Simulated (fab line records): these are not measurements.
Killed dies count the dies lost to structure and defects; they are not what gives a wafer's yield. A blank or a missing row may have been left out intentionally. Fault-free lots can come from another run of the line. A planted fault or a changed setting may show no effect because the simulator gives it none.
Chamber matching	flow sky130	SKY_VIA1_CMP_24 on cmp-02 has 4 sister chambers
The step polishes, stops on SiO2, t overpolish 15 s, target thk 0 nm. 4 wafers are shown with their chamber, then 10 later ones without.

WAFERS PAIRED WITH THEIR CHAMBERS
wafer	chamber	motor-current-A (A)
L083.1	3	10.8
L083.5	0	12.4
L090.3	2	8.9
L090.5	1	10.7

WAFERS WHOSE CHAMBER IS MISSING
wafer	motor-current-A (A)
L090.6	11.7
L092.4	10.6
L092.5	9.2
L092.6	10.5
L093.1	10.8
L093.5	11.9
L093.6	10.4
L094.3	10.8
L094.4	11.7
L094.5	9.4

CHAMBER TAKEN BY EACH
wafer	from the rows above	in truth
L090.6	can't be placed: 0 or 3 or 1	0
L092.4	can't be placed: 1 or 3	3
L092.5	2	2
L092.6	can't be placed: 1 or 3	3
L093.1	can't be placed: 3 or 1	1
L093.5	can't be placed: 0 or 3 or 1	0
L093.6	can't be placed: 1 or 3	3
L094.3	can't be placed: 3 or 1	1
L094.4	can't be placed: 0 or 3 or 1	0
L094.5	can't be placed: 2 or 1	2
Correctly placed: 1 of 10. These rows do not allow placing 9 (true chamber among the candidates in 9). Number placed wrongly: 0.
How it was worked out, from the rows above alone: a wafer's distance from a chamber is the root of the sum, over the readings, of the square of ((its reading less the chamber's mean) divided by the reading's scatter). If the next closest chamber is less than 2 further off than the closest, the wafer can't be placed; otherwise it belongs to the closest. Each chamber's mean is taken over the wafers shown for it. The scatter (one wafer shown for each chamber): square how far every hidden wafer sits from the nearest shown wafer, average those squares and take the square root.
